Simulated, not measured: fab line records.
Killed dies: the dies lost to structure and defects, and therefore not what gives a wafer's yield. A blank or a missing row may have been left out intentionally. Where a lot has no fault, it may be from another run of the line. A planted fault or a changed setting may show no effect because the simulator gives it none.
fab line records	flow sky130
record lots=5	wafers=15	lastDay=49
route steps=708 shown METAL4@627 VIA4@639 METAL5@661 PAD_OPEN@708
lots untouched by any fault: they come from a run of this same line in which no faults occurred
startH: hours from the record's first day to the start of the lot's first wafer shown	waitH: hours since the lot's step before	" same as the row above	L1.1+2: a row that stands for several wafers	- no value present, or no start provided	* or withheld: withheld	< > ~ a bound
route shown NAME@n: NAME is a module with steps in the file, n the number in the route of the first one	usual: mean/standard deviation taken from wafers without a fault	same: alike in all rows	chamber/n: place in a boat	sites: the reading at each site	_std_site: their standard deviation	_edge_site: the outer-site mean with the inner-site mean subtracted	radiusMm: for every site, how far away it sits from the centre of the wafer	mask NAME#n: copy n	behind: the last tool/chamber to shape the wafer	hold: reason for holding the lot/hours on hold/outcome of the hold	device: the n, p or np transistor that did not switch	end of line: tests run on the same wafers once the route is complete	a step given without rows: its recipe and nothing more	killed: not the wafer's yield, but the dies lost to structure and defects at the first sort	map: a wafer's dies, x killed, . not, _ none there
set.NAME: the setting the step ran with; set.NAME@STEP: the setting that earlier step ran with	model.NAME: the simulator's own value behind a step, which no gauge read
certain route steps with their lots: each step a table, each wafer a row
services: a tool's chamber out of use, with start hour (startH, from the record's first day; less than 0 if before it), hours out, and reason
## steps
# step SKY_METAL4_PEB_11
# recipe pebTempC=withheld	pebTimeS=withheld	resist=KrF-thick
# step SKY_METAL4_DEVELOP_12
# recipe developTimeS=62.52	resist=KrF-thick	devTempC=21
# step SKY_METAL4_CD_MEAS_13
# recipe targetCdNm=300
# usual cdNm=300.1/1.3
lot.wafer	tool	chamber	startH	waitH	cdNm
L441.4	cdSem-01	-	980.33	-	300.0
L441.5	"	-	"	"	300.4
L441.6	"	-	"	"	300.0
L443.3	cdSem-01	-	1003.06	-	300.9
L443.5	"	-	"	"	303.0
L443.6	"	-	"	"	301.2
L448.1	cdSem-01	-	1033.37	-	298.0
L448.3	"	-	"	"	296.0
L448.4	"	-	"	"	298.0
L453.1	cdSem-01	-	1064.92	-	300.9
L453.3	"	-	"	"	298.7
L453.4	"	-	"	"	299.3
L461.3	cdSem-01	-	1107.56	-	299.1
L461.4	"	-	"	"	299.2
L461.5	"	-	"	"	298.9
# step SKY_METAL4_OVL_MEAS_14
# usual METAL4_OVL=-4/4.8
lot.wafer	tool	chamber	startH	waitH	METAL4_OVL[nm]
L441.4	overlay-01	-	980.41	0.1	-2
L441.5	"	-	"	"	1
L441.6	"	-	"	"	-3
L443.3	overlay-02	-	1003.15	0.1	-8
L443.5	"	-	"	"	-6
L443.6	"	-	"	"	-1
L448.1	overlay-01	-	1033.49	0.1	-4
L448.3	"	-	"	"	-8
L448.4	"	-	"	"	-9
L453.1	overlay-02	-	1065.04	0.1	-2
L453.3	"	-	"	"	-5
L453.4	"	-	"	"	-1
L461.3	overlay-01	-	1107.65	0.1	-6
L461.4	"	-	"	"	-8
L461.5	"	-	"	"	-1
# step SKY_METAL4_DESCUM_15
# recipe chemistry=O2	sourcePowerW=150	biasPowerW=0	pressureMtorr=10	tempC=40	timeS=8
# step SKY_METAL4_ETCH_16
# recipe chemistry=N2/H2	target=BARC	ionEnergyEv=200	biasW=100	pressureMtorr=30	n2FlowSccm=100	h2FlowSccm=200	icpW=500	stopOn=SiO2	timeS=88.2	targetDepthA=600
# step SKY_METAL4_ETCH_17
# recipe target=SiO2	stopOn=TiN	chemistry=C4F8/O2/Ar	sourceW=1500	biasW=1200	pressureMtorr=40	c4f8FlowSccm=withheld	O2_flow_sccm=6	Ar_flow_sccm=300	timeS=3.9	targetDepthA=150
# step SKY_METAL4_METAL_ETCH_18
# recipe targetDepthA=8450	stopOn=SiO2	overEtchFrac=0.3	timeS=183.1	chemistry=Cl2/BCl3	resistSidewallDeg=88	pressureMtorr=10	icpW=900	biasW=48.5	Cl2_flow_sccm=60	bcl3FlowSccm=30
# step SKY_METAL4_STRIP_19
# recipe chemistry=O2/N2	powerW=1400	pressureMtorr=1500	platenTempC=withheld	o2FlowSccm=3000	n2FlowSccm=300	overashFraction=0.5
# usual drypumpMotorCurrentA=5.5/0.35	oesProductAu=0.501/0.0055	stripTimeToEndpointS=6.51/0.08
# same overashFraction=0.5
lot.wafer	tool	chamber	startH	waitH	drypumpMotorCurrentA	oesProductAu	rfHoursCounterH	stripTimeToEndpointS
L441.4	plasmaAsher-02	1	980.78	0.1	6.1	0.503	-	6.53
L441.5	"	0	"	"	5.4	0.506	-	6.41
L441.6	"	1	"	"	6.0	0.494	-	6.51
L443.3	plasmaAsher-02	1	1003.53	0.1	6.0	0.515	-	6.69
L443.5	"	1	"	"	6.1	0.505	-	6.48
L443.6	"	0	"	"	5.4	0.503	-	6.68
L448.1	plasmaAsher-02	1	1034.03	0.3	6.1	0.503	28	6.60
L448.3	"	1	"	"	6.0	0.505	-	6.63
L448.4	"	0	"	"	5.4	0.504	-	6.60
L453.1	plasmaAsher-03	0	1065.53	0.1	5.6	0.496	64	6.48
L453.3	"	1	"	"	5.1	0.496	-	6.46
L453.4	"	0	"	"	5.6	0.500	-	6.43
L461.3	plasmaAsher-04	1	1108.03	0.1	5.6	0.496	-	6.38
L461.4	"	0	"	"	5.0	0.500	-	6.50
L461.5	"	0	"	"	5.0	0.507	-	6.47
# step SKY_METAL4_STRIP_20
# recipe chemistry=postEtchResidueRemover	timeS=1200	tempC=72.5
# step SKY_METAL4_CLEAN_21
# recipe chemistry=IPA	timeS=180	tempC=25
# step SKY_METAL4_CLEAN_22
# recipe chemistry=O3/DIW	dry=n2Spin
# step SKY_VIA4_HDPCVD_00
# recipe material=SiO2	targetThkNm=1750	sigmaOpenFrac=0.3	timeS=291.7	tempC=400	sih4FlowSccm=60	pressureMtorr=6
# usual sih4FlowSccm=60.03/0.17
lot.wafer	tool	chamber	startH	waitH	sih4FlowSccm
L441.4	hdpcvd-01	1	981.44	0.1	59.93
L441.5	"	2	"	"	59.81
L441.6	"	0	"	"	59.81
L443.3	hdpcvd-01	2	1004.12	0.0	59.98
L443.5	"	0	"	"	60.12
L443.6	"	1	"	"	60.00
L448.1	hdpcvd-02	2	1034.62	0.0	60.33
L448.3	"	0	"	"	59.94
L448.4	"	2	"	"	60.21
L453.1	hdpcvd-02	2	1066.12	0.0	59.99
L453.3	"	1	"	"	59.99
L453.4	"	0	"	"	60.03
L461.3	hdpcvd-02	1	1108.62	0.0	59.99
L461.4	"	2	"	"	60.22
L461.5	"	0	"	"	59.82
# step SKY_VIA4_THK_MEAS_01
# recipe reads=SiO2_of_VIA4_HDPCVD_00
# usual VIA4_HDPCVD_THK=1757/19
lot.wafer	tool	chamber	startH	waitH	VIA4_HDPCVD_THK[nm]
L441.4	filmMetro-03	-	981.56	0.0	1751
L441.5	"	-	"	"	1720
L441.6	"	-	"	"	1729
L443.3	filmMetro-03	-	1004.32	0.1	1746
L443.5	"	-	"	"	1777
L443.6	"	-	"	"	1771
L448.1	filmMetro-04	-	1034.80	0.1	1752
L448.3	"	-	"	"	1780
L448.4	"	-	"	"	1737
L453.1	filmMetro-03	-	1066.30	0.1	1750
L453.3	"	-	"	"	1777
L453.4	"	-	"	"	1766
L461.3	filmMetro-04	-	1108.82	0.1	1763
L461.4	"	-	"	"	1736
L461.5	"	-	"	"	1762
# step SKY_VIA4_CMP_02
# recipe material=SiO2	downForcePsi=4	platenRpm=60	padVelocityMS=0.94248
# step SKY_VIA4_BOW_MEAS_03
# recipe mode=bow
# usual VIA4_BOW=80/8.2
lot.wafer	tool	chamber	startH	waitH	VIA4_BOW[um]
L441.4	filmMetro-01	-	981.95	0.2	77
L441.5	"	-	"	"	77
L441.6	"	-	"	"	73
L443.3	filmMetro-03	-	1004.70	0.2	78
L443.5	"	-	"	"	83
L443.6	"	-	"	"	87
L448.1	filmMetro-03	-	1035.16	0.1	76
L448.3	"	-	"	"	75
L448.4	"	-	"	"	73
L453.1	filmMetro-01	-	1066.66	0.1	77
L453.3	"	-	"	"	73
L453.4	"	-	"	"	68
L461.3	filmMetro-04	-	1109.20	0.3	81
L461.4	"	-	"	"	68
L461.5	"	-	"	"	76
# step SKY_VIA4_DEHYDRATE_04
# recipe tempC=200	timeS=60
# step SKY_VIA4_HMDS_05
# recipe primeTimeS=60	primeTempC=120
# step SKY_VIA4_COAT_06
# recipe resist=NOVOLAK	spinRpm=3000	resistThkNm=1140
# step SKY_VIA4_SOFTBAKE_07
# recipe tempC=90	timeS=60	resist=NOVOLAK
# step SKY_VIA4_EXPOSE_08
# recipe maskId=VIM4	na=0.6	sourceShape=conventional	sigmaOuter=0.6	polarization=unpolarized	targetCdNm=800	doseMj=132
# step SKY_VIA4_PEB_09
# recipe tempC=withheld	timeS=*	resist=NOVOLAK
# step SKY_VIA4_DEVELOP_10
# recipe resist=NOVOLAK	developer=TMAH	developTimeS=60	devTempC=23
# step SKY_VIA4_OVL_MEAS_11
# usual VIA4_OVL=0.5/1.3
lot.wafer	tool	chamber	startH	waitH	VIA4_OVL[nm]
L441.4	overlay-01	-	1005.33	0.1	2.5
L441.5	"	-	"	"	2.9
L441.6	"	-	"	"	3.4
L443.3	overlay-02	-	1027.48	0.1	0.2
L443.5	"	-	"	"	1.5
L443.6	"	-	"	"	1.3
L448.1	overlay-02	-	1057.52	0.1	-0.7
L448.3	"	-	"	"	-1.2
L448.4	"	-	"	"	-2.3
L453.1	overlay-01	-	1087.32	0.1	0.0
L453.3	"	-	"	"	1.9
L453.4	"	-	"	"	0.9
L461.3	overlay-01	-	1128.98	0.1	0.1
L461.4	"	-	"	"	-1.0
L461.5	"	-	"	"	0.2
# step SKY_VIA4_ETCH_12
# recipe target=SiO2	chemistry=C4F8/O2/Ar	stopOn=TiN	maskMaterial=NOVOLAK	sourceW=1500	biasW=1200	pressureMtorr=40	c4f8FlowSccm=withheld	O2_flow_sccm=6	Ar_flow_sccm=300	timeS=withheld	targetDepthA=5800
# usual oesProductAu=0.926/0.0045
lot.wafer	tool	chamber	startH	waitH	oesProductAu
L441.4	rieDiel-04	0	1005.35	0.0	0.920
L441.5	"	0	"	"	0.927
L441.6	"	1	"	"	0.929
L443.3	rieDiel-04	1	1027.51	0.0	0.927
L443.5	"	3	"	"	0.928
L443.6	"	1	"	"	0.924
L448.1	rieDiel-03	3	1057.56	0.0	0.928
L448.3	"	0	"	"	0.920
L448.4	"	1	"	"	0.921
L453.1	rieDiel-02	2	1087.36	0.0	0.932
L453.3	"	0	"	"	0.928
L453.4	"	3	"	"	0.927
L461.3	rieDiel-02	1	1129.00	0.0	0.933
L461.4	"	3	"	"	0.926
L461.5	"	1	"	"	0.922
# step SKY_VIA4_STRIP_13
# recipe chemistry=O2/N2	powerW=1400	pressureMtorr=1500	platenTempC=withheld	o2FlowSccm=3000	n2FlowSccm=300	overashFraction=0.5
# step SKY_VIA4_STRIP_14
# recipe chemistry=postEtchResidueRemover	timeS=1200	tempC=72.5
# step SKY_VIA4_CLEAN_15
# recipe chemistry=IPA	timeS=180	tempC=25
# step SKY_VIA4_CLEAN_16
# recipe chemistry=O3/DIW	dry=n2Spin
# step SKY_VIA4_SPUTTER_17
# recipe material=TiN	targetThkNm=20	chamberPressurePa=5	powerW=4000	timeS=80
# usual cathodeDcPowerW=4000.1/0.67	throttleValvePct=30.2/0.97
lot.wafer	tool	chamber	startH	waitH	cathodeDcPowerW	throttleValvePct
L441.4	pvdSputter-01	-	1006.05	0.0	4001.2	30.8
L441.5	"	-	"	"	3999.6	30.9
L441.6	"	-	"	"	3999.8	29.2
L443.3	pvdSputter-04	-	1028.17	0.0	3999.7	30.7
L443.5	"	-	"	"	4002.1	30.4
L443.6	"	-	"	"	4000.3	31.5
L448.1	pvdSputter-04	-	1058.27	0.0	3999.1	31.4
L448.3	"	-	"	"	3999.6	30.4
L448.4	"	-	"	"	4000.6	29.1
L453.1	pvdSputter-04	-	1088.11	0.0	3999.8	30.1
L453.3	"	-	"	"	3999.2	30.7
L453.4	"	-	"	"	3999.9	31.6
L461.3	pvdSputter-04	-	1129.67	0.0	4000.8	30.0
L461.4	"	-	"	"	4000.2	29.2
L461.5	"	-	"	"	4001.3	30.7
# step SKY_VIA4_CVD_18
# recipe material=W	targetThkNm=505	timeS=152.14	tempC=400	pressureTorr=38.22
# usual heaterPowerW=899/57
lot.wafer	tool	chamber	startH	waitH	heaterPowerW
L441.4	cvdW-01	1	1006.16	0.1	859
L441.5	"	1	"	"	834
L441.6	"	0	"	"	817
L443.3	cvdW-02	0	1028.28	0.1	900
L443.5	"	0	"	"	896
L443.6	"	1	"	"	960
L448.1	cvdW-01	1	1058.33	0.0	873
L448.3	"	1	"	"	850
L448.4	"	0	"	"	841
L453.1	cvdW-02	0	1088.17	0.0	884
L453.3	"	0	"	"	896
L453.4	"	1	"	"	973
L461.3	cvdW-02	1	1129.78	0.1	973
L461.4	"	0	"	"	898
L461.5	"	0	"	"	902
# step SKY_VIA4_RS_MEAS_19
# recipe thkMeasGauge=four-point-probe	reads=W_of_VIA4_CVD_18+TiN_of_VIA4_SPUTTER_17
# usual VIA4_W_RS=0.2313/0.0025
lot.wafer	tool	chamber	startH	waitH	VIA4_W_RS[ohm/sq]
L441.4	filmMetro-03	-	1006.32	0.1	0.2327
L441.5	"	-	"	"	0.2331
L441.6	"	-	"	"	0.2313
L443.3	filmMetro-04	-	1028.42	0.1	0.2368
L443.5	"	-	"	"	0.2354
L443.6	"	-	"	"	0.2327
L448.1	filmMetro-04	-	1058.48	0.1	0.2296
L448.3	"	-	"	"	0.2302
L448.4	"	-	"	"	0.2315
L453.1	filmMetro-03	-	1088.32	0.1	0.2336
L453.3	"	-	"	"	0.2338
L453.4	"	-	"	"	0.2315
L461.3	filmMetro-03	-	1129.92	0.1	0.2310
L461.4	"	-	"	"	0.2320
L461.5	"	-	"	"	0.2285
# step SKY_VIA4_THK_MEAS_20
# recipe thkMeasGauge=xrf	reads=W_of_VIA4_CVD_18
# usual VIA4_W_THK=514/6.4
lot.wafer	tool	chamber	startH	waitH	VIA4_W_THK[nm]
L441.4	filmMetro-03	-	1006.41	0.1	518
L441.5	"	-	"	"	518
L441.6	"	-	"	"	518
L443.3	filmMetro-04	-	1028.52	0.1	501
L443.5	"	-	"	"	498
L443.6	"	-	"	"	510
L448.1	filmMetro-04	-	1058.60	0.1	511
L448.3	"	-	"	"	508
L448.4	"	-	"	"	505
L453.1	filmMetro-03	-	1088.44	0.1	510
L453.3	"	-	"	"	512
L453.4	"	-	"	"	513
L461.3	filmMetro-03	-	1130.02	0.1	520
L461.4	"	-	"	"	514
L461.5	"	-	"	"	520
# step SKY_VIA4_CMP_21
# recipe stopOn=SiO2	tOverpolishS=25	downForcePsi=3.5	platenRpm=60	targetThkNm=0	padVelocityMS=0.94248
# step SKY_METAL5_SPUTTER_00
# recipe material=Ti	targetThkNm=15	powerW=3000	timeS=10	chamberPressurePa=0.4
# step SKY_METAL5_SPUTTER_01
# recipe material=TiN	targetThkNm=20	powerW=6500	timeS=16.7	chamberPressurePa=0.4
# step SKY_METAL5_SPUTTER_02
# recipe material=AlCu	targetThkNm=1150	powerW=10600	timeS=61.2	chamberPressurePa=0.4
# step SKY_METAL5_SPUTTER_03
# recipe material=Ti	targetThkNm=5	powerW=3000	timeS=3.3	chamberPressurePa=0.4
# step SKY_METAL5_SPUTTER_04
# recipe material=TiN	targetThkNm=70	powerW=6500	timeS=58.3	chamberPressurePa=0.4
# usual cathodeDcPowerW=6500.3/1.2	throttleValvePct=30.0/1.1
lot.wafer	tool	chamber	startH	waitH	cathodeDcPowerW	throttleValvePct
L441.4	pvdSputter-01	-	1006.89	0.0	6501.2	31.0
L441.5	"	-	"	"	6500.2	30.5
L441.6	"	-	"	"	6502.4	29.5
L443.3	pvdSputter-01	-	1028.98	0.0	6499.3	29.3
L443.5	"	-	"	"	6500.5	29.4
L443.6	"	-	"	"	6500.4	29.9
L448.1	pvdSputter-01	-	1059.13	0.0	6499.8	30.1
L448.3	"	-	"	"	6499.0	29.3
L448.4	"	-	"	"	6501.9	32.2
L453.1	pvdSputter-03	-	1088.92	0.0	6502.3	29.5
L453.3	"	-	"	"	6502.5	29.3
L453.4	"	-	"	"	6498.8	29.7
L461.3	pvdSputter-01	-	1130.48	0.0	6499.1	30.3
L461.4	"	-	"	"	6499.6	32.1
L461.5	"	-	"	"	6501.6	32.1
# step SKY_METAL5_RS_MEAS_05
# recipe thkMeasGauge=four-point-probe	reads=TiN_of_METAL5_SPUTTER_04+Ti_of_METAL5_SPUTTER_03+AlCu_of_METAL5_SPUTTER_02+TiN_of_METAL5_SPUTTER_01+Ti_of_METAL5_SPUTTER_00
# usual METAL5_ALCU_RS=0.02701/0.00028
lot.wafer	tool	chamber	startH	waitH	METAL5_ALCU_RS[ohm/sq]
L441.4	filmMetro-01	-	1007.00	0.1	0.02732
L441.5	"	-	"	"	0.0273
L441.6	"	-	"	"	0.02701
L443.3	filmMetro-01	-	1029.07	0.1	0.02719
L443.5	"	-	"	"	0.02743
L443.6	"	-	"	"	0.02703
L448.1	filmMetro-01	-	1059.18	0.0	0.02697
L448.3	"	-	"	"	0.02709
L448.4	"	-	"	"	0.02684
L453.1	filmMetro-01	-	1088.96	0.0	0.02735
L453.3	"	-	"	"	0.02771
L453.4	"	-	"	"	0.02742
L461.3	filmMetro-03	-	1130.57	0.1	0.02716
L461.4	"	-	"	"	0.0271
L461.5	"	-	"	"	0.02722
# step SKY_METAL5_THK_MEAS_06
# recipe thkMeasGauge=xrf	reads=AlCu_of_METAL5_SPUTTER_02
# usual METAL5_ALCU_THK=1149/14
lot.wafer	tool	chamber	startH	waitH	METAL5_ALCU_THK[nm]
L441.4	filmMetro-01	-	1007.09	0.1	1140
L441.5	"	-	"	"	1145
L441.6	"	-	"	"	1149
L443.3	filmMetro-01	-	1029.17	0.1	1159
L443.5	"	-	"	"	1149
L443.6	"	-	"	"	1162
L448.1	filmMetro-01	-	1059.30	0.1	1152
L448.3	"	-	"	"	1149
L448.4	"	-	"	"	1163
L453.1	filmMetro-01	-	1089.08	0.1	1133
L453.3	"	-	"	"	1119
L453.4	"	-	"	"	1135
L461.3	filmMetro-03	-	1130.67	0.1	1144
L461.4	"	-	"	"	1145
L461.5	"	-	"	"	1136
# step SKY_METAL5_DEHYDRATE_07
# recipe tempC=200	timeS=60
# step SKY_PAD_OPEN_PROBE_99
# usual defectLimitedYield=82.5/1.9	killed_at_M0_to_M3=42/7.2	killed_at_M4_up=3.5/1.8	killedAtContacts=25/5.7	killedAtFrontEnd=16/4.6	killedAtOther=0.2/0.41	killedDies=86/9.3	killedOpen=47/6.3	killedShort=39/5.9	sort_bin_3_pad_short=0.9/0.44	sort_bin_5_function=10.3/1.5	sort_bin_6_memory=6.3/1	sortNPass=406/9.3	sortYieldPct=82.5/1.9
# same grossDies=492	killedAtBackSide=0	sort_bin_4_leakage[%]=0	sort_bin_8_speed[%]=0
lot.wafer	tool	chamber	startH	waitH	defectLimitedYield[%]	killed_at_M0_to_M3	killed_at_M4_up	killedAtContacts	killedAtFrontEnd	killedAtOther	killedDies	killedOpen	killedShort	sort_bin_3_pad_short[%]	sort_bin_5_function[%]	sort_bin_6_memory[%]	sortNPass	sortYieldPct[%]	model.etest.tester.sortNPass	model.etest.tester.sortYieldPct	model.etest.tester.sort_bin_5_pct	model.etest.tester.sort_bin_6_pct	model.etest.tester.sort_bin_3_pct
L441.4	prober-02	-	1077.58	0.2	85.8	35	2	17	16	0	70	38	32	0	9.3	4.9	422	85.8	422	85.77	9.35	4.878	0
L441.5	prober-02	-	1077.63	0.2	83.5	48	0	21	12	0	81	42	39	1.6	8.7	6.1	411	83.5	411	83.54	8.74	6.098	1.626
L441.6	prober-02	-	1077.68	0.2	85.2	39	3	22	9	0	73	44	29	0.2	8.3	6.3	419	85.2	419	85.16	8.333	6.301	0.2033
L443.3	prober-02	-	1097.42	0.2	80.3	43	6	32	16	0	97	55	42	0.8	11.4	7.5	395	80.3	395	80.28	11.38	7.52	0.813
L443.5	prober-02	-	1097.52	0.2	80.9	38	5	37	14	0	94	56	38	1.8	10.0	7.3	398	80.9	398	80.89	9.959	7.317	1.829
L443.6	prober-02	-	1097.57	0.2	81.1	49	3	23	18	0	93	48	45	0.8	10.6	7.5	399	81.1	399	81.1	10.57	7.52	0.813
L448.1	prober-02	-	1125.62	0.1	82.9	43	5	23	12	1	84	49	35	0.6	10.0	6.5	408	82.9	408	82.93	9.959	6.504	0.6098
L448.3	prober-02	-	1125.72	0.2	81.3	38	0	35	19	0	92	51	41	0.8	10.8	7.1	400	81.3	400	81.3	10.77	7.114	0.813
L448.4	prober-02	-	1125.77	0.2	83.1	33	2	28	20	0	83	50	33	0.4	11.0	5.5	409	83.1	409	83.13	10.98	5.488	0.4065
L453.1	prober-01	-	1151.99	0.1	84.8	35	4	28	8	0	75	42	33	0.4	9.1	5.7	417	84.8	417	84.76	9.146	5.691	0.4065
L453.3	prober-01	-	1152.09	0.2	82.5	39	3	31	13	0	86	44	42	1.0	8.5	7.9	406	82.5	406	82.52	8.537	7.927	1.016
L453.4	prober-01	-	1152.14	0.2	81.5	52	3	23	13	0	91	56	35	0.8	10.8	6.9	401	81.5	401	81.5	10.77	6.911	0.813
L461.3	prober-01	-	1187.34	0.2	75.0	40	56	14	13	0	123	33	38	2.6	15.7	6.7	369	75.0	369	75	15.65	6.707	2.642
L461.4	prober-01	-	1187.39	0.2	82.3	46	3	17	20	1	87	51	36	1.4	9.8	6.5	405	82.3	405	82.32	9.756	6.504	1.423
L461.5	prober-01	-	1187.44	0.2	81.3	46	1	27	18	0	92	51	41	1.0	11.4	6.3	400	81.3	400	81.3	11.38	6.301	1.016
# killed by level:class
L441.4 VIA2:geometricParticle:open=10 CONTACT:geometricParticle:open=8 FIELD_ISO:geometricParticle:short=6 VIA3:geometricParticle:open=6 VIA1:geometricParticle:open=5 POLY_GATE:geometricParticle:short=4 LI_CONTACT:geometricParticle:short=4 METAL2:geometricParticle:short=4
L441.5 CONTACT:geometricParticle:open=11 METAL1:geometricParticle:short=8 VIA1:geometricParticle:open=7 VIA3:geometricParticle:open=7 VIA2:geometricParticle:open=6 VIA1:geometricParticle:short=6 LI_CONTACT:geometricParticle:open=5 VIA2:geometricParticle:short=5
L441.6 VIA1:geometricParticle:open=9 CONTACT:geometricParticle:open=7 VIA2:geometricParticle:open=7 LI_CONTACT:geometricParticle:open=6 LOCAL_INTERCONNECT:geometricParticle:short=5 VIA2:geometricParticle:short=5 METAL3:geometricParticle:short=4 VIA3:geometricParticle:open=4
L443.3 CONTACT:geometricParticle:open=13 VIA1:geometricParticle:open=12 LOCAL_INTERCONNECT:geometricParticle:short=7 VIA2:geometricParticle:open=7 METAL2:geometricParticle:short=6 LI_CONTACT:geometricParticle:open=5 FIELD_ISO:geometricParticle:open=5 CONTACT:geometricParticle:short=4
L443.5 CONTACT:geometricParticle:open=16 LI_CONTACT:geometricParticle:open=11 VIA1:geometricParticle:open=9 VIA2:geometricParticle:open=5 METAL1:geometricParticle:short=5 METAL2:geometricParticle:short=5 METAL4:geometricParticle:short=5 SPACER:geometricParticle:short=4
L443.6 VIA1:geometricParticle:open=16 LI_CONTACT:geometricParticle:open=9 METAL1:geometricParticle:short=7 VIA1:geometricParticle:short=7 FIELD_ISO:geometricParticle:short=5 VIA3:geometricParticle:open=5 LOCAL_INTERCONNECT:geometricParticle:short=4 CONTACT:geometricParticle:short=4
L448.1 VIA1:geometricParticle:open=12 CONTACT:geometricParticle:open=9 VIA3:geometricParticle:open=7 VIA2:geometricParticle:open=5 CONTACT:geometricParticle:short=5 LOCAL_INTERCONNECT:geometricParticle:short=4 METAL1:geometricParticle:short=4 METAL4:geometricParticle:short=4
L448.3 CONTACT:geometricParticle:open=19 VIA1:geometricParticle:open=9 FIELD_ISO:geometricParticle:short=8 LI_CONTACT:geometricParticle:short=6 VIA3:geometricParticle:open=5 LI_CONTACT:geometricParticle:open=5 METAL2:geometricParticle:short=5 VIA2:geometricParticle:open=5
L448.4 CONTACT:geometricParticle:open=17 VIA1:geometricParticle:open=13 POLY_GATE:geometricParticle:short=9 LI_CONTACT:geometricParticle:open=6 VIA1:geometricParticle:short=4 POLY_GATE:geometricParticle:open=3 CONTACT:geometricParticle:short=3 METAL1:geometricParticle:short=3
L453.1 VIA1:geometricParticle:open=9 LI_CONTACT:geometricParticle:open=9 CONTACT:geometricParticle:open=9 VIA3:geometricParticle:short=6 LI_CONTACT:geometricParticle:short=5 CONTACT:geometricParticle:short=5 VIA3:geometricParticle:open=5 FIELD_ISO:geometricParticle:short=4
L453.3 CONTACT:geometricParticle:open=9 VIA3:geometricParticle:open=7 LOCAL_INTERCONNECT:geometricParticle:short=7 FIELD_ISO:geometricParticle:open=6 VIA1:geometricParticle:short=6 VIA1:geometricParticle:open=6 FIELD_ISO:geometricParticle:short=5 LI_CONTACT:geometricParticle:open=5
L453.4 VIA2:geometricParticle:open=15 CONTACT:geometricParticle:open=10 VIA1:geometricParticle:open=8 VIA3:geometricParticle:open=6 METAL1:geometricParticle:short=6 LI_CONTACT:geometricParticle:open=5 FIELD_ISO:geometricParticle:open=4 METAL2:geometricParticle:short=4
L461.3 VIA4:unspecified=52 VIA1:geometricParticle:short=9 VIA1:geometricParticle:open=7 CONTACT:geometricParticle:open=5 FIELD_ISO:geometricParticle:short=4 LI_CONTACT:geometricParticle:open=4 METAL2:geometricParticle:short=4 VIA2:geometricParticle:short=4
L461.4 CONTACT:geometricParticle:open=10 VIA1:geometricParticle:open=10 VIA3:geometricParticle:open=8 VIA2:geometricParticle:open=8 FIELD_ISO:geometricParticle:short=5 METAL1:geometricParticle:short=5 VIA1:geometricParticle:short=5 SPACER:geometricParticle:open=4
L461.5 VIA1:geometricParticle:open=14 LOCAL_INTERCONNECT:geometricParticle:short=8 CONTACT:geometricParticle:open=8 VIA3:geometricParticle:open=7 FIELD_ISO:geometricParticle:short=5 LI_CONTACT:geometricParticle:open=5 METAL1:geometricParticle:short=5 FIELD_ISO:geometricParticle:open=4
# map L461.3 (x killed, . not)
__________.....x.xx._________
________.............._______
______..x.......x......._____
_____...x.x...xx.........____
____...x.........xx.......___
___.x.x.x............x...x.__
__.x..........x....x.....x.._
_.x....x....xx..x............
_.xx...x..xx..x..............
_.......xxxxxxxxxx....x....x.
_...x.xx..xxxxxxx....x..x...x
_......xxxxxxxxxxx.xxx......x
_.......xxxxxxxxxx.x...x.....
_.........xxxxxxxx........x.x
_.....x..x.xxxxx..xxx...x....
__.x...........x..x........x_
___......x........x........__
____..x............x......___
_____...............x....____
______..x...........xxx._____
________........xxx..x_______
__________.x........_________
# map L448.3 (x killed, . not)
__________...x....x._________
________........x....._______
______.x.........xx...x._____
_____......x.xx.........x____
____...x.x.....x........xx___
___...x.xxx..x.xx.x........__
__...x....x...........x.x..._
_x....x.........x......x.....
_......x..x......x...........
_x..x.....xx.x...x.x.......x.
_.x....x.xx.x.............xx.
_...x.............x.........x
_.......xx....x......x.....x.
_......................x..xx.
_....x..xx..x...x............
__x...xx.....x..x.........x._
___x.x.xx...xx.xx....x.....__
____..x........x...x......___
_____.....x.....x........____
______..xxx..x.........._____
________.........x...._______
__________x........._________
## services
tool	chamber	startH	hours	kind
hdpcvd-01	-	962.41	1.6	repair
pvdSputter-03	-	967.76	2.9	repair
plasmaAsher-02	-	978.00	1.7	repair
pvdSputter-01	-	981.76	1.7	repair
cvdW-02	1	986.77	12.8	repair
rieDiel-03	1	1001.77	13.3	repair
pvdSputter-04	-	1011.22	2.6	repair
plasmaAsher-04	-	1015.52	3.1	repair
pvdSputter-03	-	1016.37	3.0	repair
hdpcvd-02	-	1018.07	6.0	pm
rieDiel-04	0	1021.34	11.6	repair
cvdW-01	-	1026.89	6.9	pm
hdpcvd-02	0	1042.13	5.0	repair
rieDiel-02	-	1045.57	0.1	repair
pvdSputter-04	-	1052.56	0.5	repair
plasmaAsher-04	-	1055.25	9.0	pm
rieDiel-03	2	1072.85	11.3	repair
plasmaAsher-02	-	1075.04	14.6	pm
plasmaAsher-03	-	1078.52	2.8	pm
rieDiel-04	3	1080.06	8.3	repair
plasmaAsher-04	-	1091.35	8.5	repair
pvdSputter-03	-	1107.75	6.8	repair
rieDiel-02	0	1118.83	8.6	repair
rieDiel-03	1	1120.60	5.6	repair
## key
firstSign step=SKY_PAD_OPEN_PROBE_99	reading=killed_at_M4_up	direction=up	sigmas=29	usual=3.5	struck=56
effect step=SKY_PAD_OPEN_PROBE_99	reading=killedDies	direction=up	sigmas=4	usual=86	struck=123
modelEffect step=SKY_PAD_OPEN_PROBE_99	value=etest.tester.sortNPass	without=416	struck=369
metAt SKY_VIA4_HDPCVD_00
struckWafers L461.3
onsetBetween 1066.12 1108.62
fault kind=chamberParticleSource	tool=hdpcvd-02	chamber=1	onsetH=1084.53	steps=SKY_VIA4_HDPCVD_00	ratePerVisitCm2=0.47291	endH=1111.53
